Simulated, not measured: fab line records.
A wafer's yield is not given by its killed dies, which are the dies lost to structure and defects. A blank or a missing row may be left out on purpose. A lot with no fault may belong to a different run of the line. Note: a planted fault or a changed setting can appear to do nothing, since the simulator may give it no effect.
fab line records + flow sky130
record
- lots=5
- wafers=15
- last_day=50
route steps=708 shown LDD_LDN@289 PAD_OPEN@708
lots with no fault: from the same line, run without faults
start_h: hours from the record's first day to the start of the lot's first wafer shown + wait_h: time in hours since the lot's previous step + " the same as in the row above + L1.1+2: several wafers, shown together as one row + - either no value or no given start + * or withheld: withheld + < > ~ a bound
route shown NAME@n: NAME is a module with steps in the file, n the number in the route of the first one + usual: mean and standard deviation over wafers with no fault + same: alike in all rows + chamber/n: place in a boat + sites: each site's reading + _std_site: standard deviation of those values + _edge_site: mean of outer sites minus mean of inner sites + radius_mm: for every site, how far away it sits from the centre of the wafer + mask NAME#n: copy n + behind: the tool/chamber that last shaped the wafer + hold: reason for holding the lot/hours on hold/outcome of the hold + device: transistor that didn't switch, given as n, p or np + end of line: tests of these same wafers at the route's end + a step given without rows: its recipe and nothing more + killed: dies that structure and defects cost at the first sort, which is not the same as the wafer's yield + map: per-die view of a wafer (x killed, . not killed, _ where there is no die)
set.NAME: the setting as run; set.NAME@STEP: as run at that earlier step + model.NAME: the simulator's own value behind a step, which no gauge read
lots at some steps of the route; a table a step, a row a wafer
services: a tool's chamber out of use, with start hour (start_h, from the record's first day; less than 0 if before it), hours out, and reason
## steps
# step SKY_LDD_LDN_DEHYDRATE_00
# recipe
- temp_c=200
- time_s=60
# step SKY_LDD_LDN_HMDS_01
# recipe
- prime_time_s=60
- prime_temp_c=120
# step SKY_LDD_LDN_COAT_02
# recipe
- resist=NOVOLAK
- spin_rpm=3000
- resist_thk_nm=1140
# step SKY_LDD_LDN_SOFTBAKE_03
# recipe
- temp_c=90
- time_s=60
- resist=NOVOLAK
# step SKY_LDD_LDN_EXPOSE_04
# recipe
- mask_id=LDNTM
- na=0.6
- source_shape=conventional
- sigma_outer=0.6
- polarization=unpolarized
- target_cd_nm=700
- dose_mj=140
# step SKY_LDD_LDN_PEB_05
# recipe
- temp_c=withheld
- time_s=*
- resist=NOVOLAK
# step SKY_LDD_LDN_DEVELOP_06
# recipe
- resist=NOVOLAK
- developer=TMAH
- develop_time_s=60
- dev_temp_c=23
# step SKY_LDD_LDN_OVL_MEAS_07
# usual
- LDD_LDN_OVL=1.0/1.4
| lot.wafer | tool       | chamber | start_h | wait_h | LDD_LDN_OVL[nm] |
|-----------|------------|---------|---------|--------|-----------------|
| L585.1    | overlay-02 | -       | 535.13  | 0.1    | -0.2            |
| L585.2    | "          | -       | "       | "      | -0.5            |
| L585.3    | "          | -       | "       | "      | -0.8            |
| L587.1    | overlay-02 | -       | 552.56  | 0.1    | 2.2             |
| L587.2    | "          | -       | "       | "      | 1.4             |
| L587.3    | "          | -       | "       | "      | 1.1             |
| L593.2    | overlay-02 | -       | 604.12  | 0.1    | 1.8             |
| L593.4    | "          | -       | "       | "      | 2.1             |
| L593.6    | "          | -       | "       | "      | 0.2             |
| L602.1    | overlay-01 | -       | 684.56  | 0.1    | 0.4             |
| L602.3    | "          | -       | "       | "      | 2.0             |
| L602.6    | "          | -       | "       | "      | 0.1             |
| L607.2    | overlay-02 | -       | 730.74  | 0.1    | 1.2             |
| L607.3    | "          | -       | "       | "      | 0.6             |
| L607.6    | "          | -       | "       | "      | 1.8             |
# step SKY_LDD_LDN_IMPLANT_08
# recipe
- species=As
- energy_kev=14.84
- dose_cm2=1.25e+13
- tilt_deg=withheld
- rotation_deg=23
# step SKY_LDD_LDN_IMPLANT_09
# recipe
- species=As
- energy_kev=15
- dose_cm2=1.25e+13
- tilt_deg=withheld
- rotation_deg=113
# step SKY_LDD_LDN_IMPLANT_10
# recipe
- species=As
- energy_kev=15
- dose_cm2=1.25e+13
- tilt_deg=withheld
- rotation_deg=203
# step SKY_LDD_LDN_IMPLANT_11
# recipe
- species=As
- energy_kev=15
- dose_cm2=1.25e+13
- tilt_deg=withheld
- rotation_deg=293
# step SKY_LDD_LDN_STRIP_12
# recipe
- chemistry=O2/N2
- power_w=1400
- pressure_mtorr=1500
- platen_temp_c=withheld
- o2_flow_sccm=3000
- n2_flow_sccm=300
- overash_fraction=0.5
# usual
- drypump_motor_current_A=5.7/0.5
- oes_product_au=0.715/0.0047
- strip_time_to_endpoint_s=14.20/0.044
| lot.wafer | tool            | chamber | start_h | wait_h | drypump_motor_current_A | oes_product_au | rf_hours_counter_h | strip_time_to_endpoint_s | model.NOVOLAK_of_LDD_LDN_COAT_02.thk_nm |
|-----------|-----------------|---------|---------|--------|-------------------------|----------------|--------------------|--------------------------|-----------------------------------------|
| L585.1    | plasma_asher-04 | 1       | 535.77  | 0.1    | 5.6                     | 0.708          | 41                 | 14.16                    | 0                                       |
| L585.2    | "               | 0       | "       | "      | 5.1                     | 0.715          | 41                 | 14.19                    | 0                                       |
| L585.3    | "               | 1       | "       | "      | 5.6                     | 0.725          | -                  | 14.23                    | 0                                       |
| L587.1    | plasma_asher-04 | 0       | 553.20  | 0.1    | 5.1                     | 0.717          | 44                 | 14.21                    | 0                                       |
| L587.2    | "               | 1       | "       | "      | 5.6                     | 0.713          | 44                 | 14.21                    | 0                                       |
| L587.3    | "               | 1       | "       | "      | 5.6                     | 0.713          | -                  | 14.24                    | 0                                       |
| L593.2    | plasma_asher-04 | 1       | 604.75  | 0.1    | 5.6                     | 0.961          | 49                 | -                        | 58.74                                   |
| L593.4    | "               | 0       | "       | "      | 5.1                     | 0.964          | -                  | -                        | 58.83                                   |
| L593.6    | "               | 1       | "       | "      | 5.6                     | 0.952          | -                  | -                        | 58.81                                   |
| L602.1    | plasma_asher-04 | 0       | 685.20  | 0.1    | 5.1                     | 0.718          | 56                 | 14.22                    | 0                                       |
| L602.3    | "               | 1       | "       | "      | 5.6                     | 0.713          | -                  | 14.18                    | 0                                       |
| L602.6    | "               | 0       | "       | "      | 5.1                     | 0.713          | -                  | 14.19                    | 0                                       |
| L607.2    | plasma_asher-03 | 0       | 731.37  | 0.1    | 5.4                     | 0.720          | 99                 | 14.20                    | 0                                       |
| L607.3    | "               | 1       | "       | "      | 6.4                     | 0.723          | -                  | 14.19                    | 0                                       |
| L607.6    | "               | 1       | "       | "      | 6.4                     | 0.720          | -                  | 14.20                    | 0                                       |
# step SKY_LDD_LDN_TW_MEAS_13
# usual
- LDD_LDN_TW=1485/17
| lot.wafer | tool          | chamber | start_h | wait_h | LDD_LDN_TW |
|-----------|---------------|---------|---------|--------|------------|
| L585.1    | film_metro-02 | -       | 535.87  | 0.1    | 1473       |
| L585.2    | "             | -       | "       | "      | 1472       |
| L585.3    | "             | -       | "       | "      | 1469       |
| L587.1    | film_metro-02 | -       | 553.30  | 0.1    | 1471       |
| L587.2    | "             | -       | "       | "      | 1470       |
| L587.3    | "             | -       | "       | "      | 1472       |
| L593.2    | film_metro-04 | -       | 604.86  | 0.1    | 1478       |
| L593.4    | "             | -       | "       | "      | 1486       |
| L593.6    | "             | -       | "       | "      | 1486       |
| L602.1    | film_metro-04 | -       | 685.30  | 0.1    | 1478       |
| L602.3    | "             | -       | "       | "      | 1478       |
| L602.6    | "             | -       | "       | "      | 1481       |
| L607.2    | film_metro-03 | -       | 731.48  | 0.1    | 1510       |
| L607.3    | "             | -       | "       | "      | 1507       |
| L607.6    | "             | -       | "       | "      | 1503       |
# step SKY_PAD_OPEN_PROBE_99
# usual
- killed_at_M0_to_M3=45/6.9
- killed_at_M4_up=3.2/1.8
- killed_at_contacts=25/5.3
- killed_at_front_end=16/4.3
- killed_at_other=0.2/0.52
- killed_dies=88/8.7
- killed_on_rim=18/3.6
- killed_open=48/6.5
- killed_short=40/6
# same
- gross_dies=492
- killed_at_back_side=0
| lot.wafer | tool      | chamber | start_h | wait_h | killed_at_M0_to_M3 | killed_at_M4_up | killed_at_contacts | killed_at_front_end | killed_at_other | killed_dies | killed_on_rim | killed_open | killed_short |
|-----------|-----------|---------|---------|--------|--------------------|-----------------|--------------------|---------------------|-----------------|-------------|---------------|-------------|--------------|
| L585.1    | prober-02 | -       | 1083.28 | 0.1    | 41                 | 4               | 23                 | 12                  | 0               | 80          | 16            | 45          | 35           |
| L585.2    | prober-02 | -       | 1083.33 | 0.1    | 52                 | 1               | 25                 | 9                   | 1               | 88          | 19            | 49          | 38           |
| L585.3    | prober-02 | -       | 1083.38 | 0.2    | 31                 | 3               | 26                 | 18                  | 0               | 78          | 17            | 43          | 34           |
| L587.1    | prober-02 | -       | 1095.32 | 0.1    | 58                 | 1               | 24                 | 16                  | 0               | 99          | 25            | 53          | 46           |
| L587.2    | prober-02 | -       | 1095.37 | 0.1    | 47                 | 6               | 15                 | 13                  | 0               | 81          | 18            | 44          | 37           |
| L587.3    | prober-02 | -       | 1095.42 | 0.2    | 45                 | 2               | 23                 | 19                  | 0               | 89          | 14            | 48          | 41           |
| L593.2    | prober-02 | -       | 1127.01 | 0.1    | 45                 | 3               | 35                 | 372                 | 0               | 455         | 74            | 56          | 39           |
| L593.4    | prober-02 | -       | 1127.11 | 0.2    | 51                 | 3               | 25                 | 376                 | 0               | 455         | 77            | 45          | 52           |
| L593.6    | prober-02 | -       | 1127.21 | 0.2    | 40                 | 3               | 24                 | 370                 | 0               | 437         | 61            | 47          | 34           |
| L602.1    | prober-01 | -       | 1181.34 | 0.1    | 44                 | 8               | 25                 | 15                  | 0               | 92          | 13            | 50          | 41           |
| L602.3    | prober-01 | -       | 1181.44 | 0.2    | 49                 | 1               | 27                 | 15                  | 0               | 92          | 10            | 46          | 46           |
| L602.6    | prober-01 | -       | 1181.59 | 0.2    | 66                 | 4               | 16                 | 9                   | 0               | 95          | 18            | 47          | 48           |
| L607.2    | prober-01 | -       | 1208.01 | 0.1    | 29                 | 1               | 25                 | 15                  | 0               | 70          | 17            | 42          | 28           |
| L607.3    | prober-01 | -       | 1208.06 | 0.2    | 45                 | 0               | 29                 | 15                  | 0               | 89          | 18            | 46          | 43           |
| L607.6    | prober-01 | -       | 1208.21 | 0.2    | 46                 | 1               | 36                 | 12                  | 0               | 95          | 18            | 58          | 37           |
# killed by level:class
L585.1 CONTACT:geometric_particle:short=9 VIA1:geometric_particle:open=8 VIA3:geometric_particle:open=8 LI_CONTACT:geometric_particle:open=6 CONTACT:geometric_particle:open=6 VIA2:geometric_particle:open=5 POLY_GATE:geometric_particle:open=4 METAL1:geometric_particle:short=4
L585.2 VIA2:geometric_particle:open=13 VIA1:geometric_particle:open=12 LI_CONTACT:geometric_particle:open=7 CONTACT:geometric_particle:open=7 LOCAL_INTERCONNECT:geometric_particle:short=5 METAL3:geometric_particle:short=5 VIA3:geometric_particle:short=5 METAL1:geometric_particle:short=4
L585.3 CONTACT:geometric_particle:open=8 LI_CONTACT:geometric_particle:open=7 VIA1:geometric_particle:open=6 FIELD_ISO:geometric_particle:open=5 FIELD_ISO:geometric_particle:short=5 VIA2:geometric_particle:open=4 METAL1:geometric_particle:short=4 LI_CONTACT:geometric_particle:short=4
L587.1 VIA2:geometric_particle:open=13 VIA1:geometric_particle:open=12 CONTACT:geometric_particle:open=7 CONTACT:geometric_particle:short=7 VIA1:geometric_particle:short=7 POLY_GATE:geometric_particle:short=6 METAL1:geometric_particle:short=6 POLY_GATE:geometric_particle:open=5
L587.2 VIA1:geometric_particle:open=13 VIA2:geometric_particle:open=9 VIA3:geometric_particle:open=7 POLY_GATE:geometric_particle:short=6 LI_CONTACT:geometric_particle:open=5 VIA1:geometric_particle:short=5 FIELD_ISO:geometric_particle:open=4 METAL1:geometric_particle:short=4
L587.3 LI_CONTACT:geometric_particle:open=9 VIA1:geometric_particle:open=8 VIA3:geometric_particle:open=8 FIELD_ISO:geometric_particle:short=6 CONTACT:geometric_particle:open=6 METAL2:geometric_particle:short=6 VIA2:geometric_particle:open=6 POLY_GATE:geometric_particle:short=5
L593.2 SPACER:area_cvd=360 CONTACT:geometric_particle:open=16 VIA1:geometric_particle:open=10 VIA2:geometric_particle:open=9 LI_CONTACT:geometric_particle:open=7 METAL1:geometric_particle:short=6 LOCAL_INTERCONNECT:geometric_particle:short=5 VIA3:geometric_particle:open=5
L593.4 SPACER:area_cvd=358 VIA1:geometric_particle:open=10 VIA1:geometric_particle:short=8 FIELD_ISO:geometric_particle:short=7 CONTACT:geometric_particle:short=7 VIA3:geometric_particle:open=7 VIA2:geometric_particle:open=6 VIA3:geometric_particle:short=5
L593.6 SPACER:area_cvd=356 VIA1:geometric_particle:open=11 CONTACT:geometric_particle:open=10 VIA2:geometric_particle:open=8 FIELD_ISO:geometric_particle:short=7 METAL2:geometric_particle:short=6 LI_CONTACT:geometric_particle:open=5 CONTACT:geometric_particle:short=4
L602.1 CONTACT:geometric_particle:open=12 VIA3:geometric_particle:open=7 VIA1:geometric_particle:open=7 VIA3:geometric_particle:short=7 LI_CONTACT:geometric_particle:open=6 METAL2:geometric_particle:short=6 POLY_GATE:geometric_particle:open=5 METAL4:geometric_particle:short=5
L602.3 METAL1:geometric_particle:short=9 VIA1:geometric_particle:open=8 LI_CONTACT:geometric_particle:open=7 LOCAL_INTERCONNECT:geometric_particle:short=6 CONTACT:geometric_particle:open=6 VIA2:geometric_particle:open=6 FIELD_ISO:geometric_particle:short=5 VIA1:geometric_particle:short=5
L602.6 VIA3:geometric_particle:open=13 VIA1:geometric_particle:open=9 METAL2:geometric_particle:short=7 METAL1:geometric_particle:short=7 CONTACT:geometric_particle:open=6 VIA2:geometric_particle:short=6 VIA1:geometric_particle:short=6 VIA3:geometric_particle:short=6
L607.2 CONTACT:geometric_particle:open=10 VIA1:geometric_particle:open=10 LOCAL_INTERCONNECT:geometric_particle:short=5 FIELD_ISO:geometric_particle:open=4 LI_CONTACT:geometric_particle:open=4 VIA2:geometric_particle:open=4 FIELD_ISO:geometric_particle:short=3 CONTACT:geometric_particle:short=3
L607.3 VIA1:geometric_particle:open=10 LI_CONTACT:geometric_particle:open=8 CONTACT:geometric_particle:open=7 VIA3:geometric_particle:open=7 LI_CONTACT:geometric_particle:short=6 METAL3:geometric_particle:short=6 FIELD_ISO:geometric_particle:short=4 VIA2:geometric_particle:open=4
L607.6 VIA1:geometric_particle:open=12 LI_CONTACT:geometric_particle:open=11 LOCAL_INTERCONNECT:geometric_particle:short=9 VIA3:geometric_particle:open=8 CONTACT:geometric_particle:open=8 VIA2:geometric_particle:open=6 POLY_GATE:geometric_particle:open=5 METAL3:geometric_particle:short=4
# map L593.2 (x killed, . not)
__________xxxxxxx..x_________
________xx..xxxxxxxxxx_______
______xxxxxxxxxxxxx.xx.x_____
_____xxxxxxxxxxxxxxxxxxxx____
____.xxxxxxxxxxxxxxxxxxxxx___
___xxx..xxxxxxxxxxxxxxxxxxx__
__xxxx.xxxxxxxxxxxxxxxxxxxxx_
_..xxxxxxxxxxxxxxxxxxxxxxxxxx
_xxxxxxxxxxxxxxxxxxxxxxxxxxxx
_x.xxxxxxxxxxxxxxxxxxxxxxxxxx
_.xxxxxxxxxxxxxxxxxxxxxxxxxxx
_.x.xxxxxxxxxxxxxxxxxxxxxxxxx
_xxxxxxxxxxxxxxxxxxxxxxxxxxxx
_.x.xxxxxxxxxxxxxxxxxxxxxxxxx
_.xxxxxxxxxxxxxxxxxxxxxxxx.xx
__xx.x.xxxxxxxxxxxxxxxxxxxxx_
___x..xxxxxxxxxxxxxxxxxxxxx__
____x..xxxxxxxxxxxxxxxxxx.___
_____xxxxxxxxxxxxxxxxxx.x____
______xx..xxxxxxxxxxxx.x_____
________.xx.xxxxxxxxxx_______
__________.xxxx.xx.._________
# map L585.2 (x killed, . not)
__________.........._________
________..x.x......x.x_______
______x..x.......x......_____
_____...xx..x......x.....____
____......x..x..x.x..x..x.___
___.....xx.........x......x__
__......xxx...........x..xx._
_.....x........x..x....x.....
_.x.xx.....x......xx.x.......
_x.....xxx...................
_...xx............x.x.....x..
_....x...............x.....x.
_...............x...x.....x..
_..x....xxx..................
_x...x...x....xx.............
__.........x..........x....x_
___.x...x....xxx.......x..x__
____......x..x...x.......x___
_____...x.x.............x____
______.x....xx.x........_____
________.........x.xxx_______
__________.......x.._________
## services
| tool            | chamber | start_h | hours | kind   |
|-----------------|---------|---------|-------|--------|
| plasma_asher-03 | -       | 534.70  | 28.1  | pm     |
| plasma_asher-04 | -       | 580.10  | 2.1   | repair |
| plasma_asher-03 | -       | 584.21  | 0.5   | repair |
| plasma_asher-04 | -       | 655.07  | 10.0  | repair |
## key
first_sign
- step=SKY_LDD_LDN_STRIP_12
- reading=oes_product_au
- direction=up
- sigmas=52
- usual=0.715
- struck=0.959
effect
- step=SKY_PAD_OPEN_PROBE_99
- reading=killed_at_front_end
- direction=up
- sigmas=83
- usual=16
- struck=373
model_effect
- step=SKY_LDD_LDN_STRIP_12
- value=NOVOLAK_of_LDD_LDN_COAT_02.thk_nm
- without=0
- struck=58.79
more_kills_born_at
- SKY_SPACER_CVD_00@lpcvd-02=1074
met_at SKY_LDD_LDN_STRIP_12
struck_wafers L593.2,L593.4,L593.6
later_rows_left_out L593.2,L593.4,L593.6
tester_left_out L593
onset_between 553.20 604.75
fault
- kind=strip_aborted
- tool=plasma_asher-04
- chamber=-
- onset_h=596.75
- steps=SKY_LDD_LDN_STRIP_12
- offset=0.37545
- end_h=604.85
# tester_left_out: of these lots the tester's yield and bins aren't shown, on N5 and GAA mostly nor the transistor test; their killed dies are dies lost to structure and defects alone, not to doping, threshold or leakage, so they don't give the yield
# later_rows_left_out: the simulator's readings of these wafers behind a module that went badly wrong aren't trusted and aren't shown, but for the sort
